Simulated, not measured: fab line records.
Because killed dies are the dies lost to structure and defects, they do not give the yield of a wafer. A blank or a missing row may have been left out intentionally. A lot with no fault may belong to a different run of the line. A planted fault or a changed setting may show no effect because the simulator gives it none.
Comparing a struck lot with a sound one || flow sky130 || 15 out of 708 route steps
Sound: these wafers, L652.3, L652.5, L652.6. Struck: wafers L661.5, L661.6. (L661.3 of the same lot was not struck and is left out.) The cause comes at the end.
For every step that has rows: the tool of each side, followed by ch and its chambers, followed by its first start. Under that, the readings that differ: sound wafers || struck wafers || difference of the means || sigmas: that difference in standard deviations of wafers without a fault.
alike: words and numbers the same on both sides, and readings whose means are apart by under 2 such deviations; not compared: readings that were withheld, readings missing a value for some wafer, numbers with overlapping values and no deviation given by the record, and bounds like >300 which may hide the same value.
A row with sigmas, a row that says differs or no value, or rows on one side alone: a step with any of these is where the two part. Numbers that don't overlap but have no deviation are shown without sigmas and don't part them. A reading missing from all wafers of one side parts the sides only when that side holds two or more wafers.

first, 3 steps without rows for these wafers: SKY_CONTACT_ETCH_16 (etches BARC in N2/H2, stops on SiO2, time 45.9 s, target depth 60 nm); SKY_CONTACT_ETCH_17 (etches SiO2 in C4F8/O2/Ar, stops on Si3N4, target depth 340 nm); SKY_CONTACT_ETCH_18 (etches Si3N4 in CHF3/O2, stops on TiN, time 39 s, target depth 75 nm).
SKY_CONTACT_STRIP_19: strips in O2/N2.
  sound on plasma_asher-02 ch 0,1, day 34 22:11; struck on plasma_asher-03 ch 0,1, day 37 22:44
  alike: drypump_motor_current_A, oes_product_au, strip_time_to_endpoint_s
  not compared: rf_hours_counter_h
then, 3 steps without rows for these wafers: SKY_CONTACT_STRIP_20 (strips in post etch residue remover, time 1200 s); SKY_CONTACT_CLEAN_21 (cleans in IPA, time 180 s); SKY_CONTACT_CLEAN_22 (cleans in O3/DIW).
SKY_CONTACT_SPUTTER_23: material TiN, target thk 20 nm, time 80 s.
  sound on pvd_sputter-03 at day 34 22:49; struck on pvd_sputter-03 at day 37 23:20
  alike: throttle_valve_pct
SKY_CONTACT_CVD_24: deposits W, target thk 340 nm, time 102.12 s.
  sound on cvd_w-01 ch 0,1, day 34 22:55; struck on cvd_w-02 ch 0,1, day 37 23:26
  alike: heater_power_w
SKY_CONTACT_RS_MEAS_25: measurement is done with a four-point probe.
  sound on film_metro-02 at day 34 23:02; struck on film_metro-01 at day 37 23:32
  alike: CONTACT_W_RS
SKY_CONTACT_THK_MEAS_26: measures by xrf.
  sound on film_metro-02 at day 34 23:08; struck on film_metro-01 at day 37 23:38
  alike: CONTACT_W_THK
SKY_CONTACT_CMP_27: polishes, stops on SiO2, t overpolish 15 s, target thk 0 nm.
  sound on cmp-02 ch 0,1, day 34 23:13; struck on cmp-01 ch 0,3, day 37 23:41
  alike: motor_current_A, overpolish_run_s, time_to_endpoint_s
SKY_METAL1_SPUTTER_00: material Ti, target thk 15 nm, time 10 s.
  sound on pvd_sputter-01 at day 34 23:28; struck on pvd_sputter-01 at day 37 23:59
{"reading": "model.Ti_of_METAL1_SPUTTER_00.thk_nm (nm)", "sound": "14.89 14.96 14.81", "struck": "10.9 10.84", "difference": -4.0, "sigmas": ""}
  alike: throttle_valve_pct
SKY_METAL1_SPUTTER_01: material TiN, target thk 20 nm, time 16.7 s.
  sound on pvd_sputter-01 at day 34 23:29; struck on pvd_sputter-01 at day 38 00:01
  alike: throttle_valve_pct
-- the record jumps here: 13 days lie between the struck wafers' starts before and after (it left off in module METAL1 and takes up again in module PAD_OPEN, whose first step shown is number 708 of the route) --
SKY_PAD_OPEN_PROBE_99:
  sound on prober-01 at day 48 13:40; struck on prober-02 at day 50 14:40
  alike: defect_limited_yield, killed_at_M0_to_M3, killed_at_M4_up, killed_at_contacts, killed_at_front_end, killed_at_other, killed_dies, killed_open, killed_short, sort_bin_3_pad_short, sort_bin_5_function, sort_bin_6_memory, sort_n_pass, sort_yield_pct

WHERE THEY PART
Nowhere in this record.

WHY: the cause the simulator had injected
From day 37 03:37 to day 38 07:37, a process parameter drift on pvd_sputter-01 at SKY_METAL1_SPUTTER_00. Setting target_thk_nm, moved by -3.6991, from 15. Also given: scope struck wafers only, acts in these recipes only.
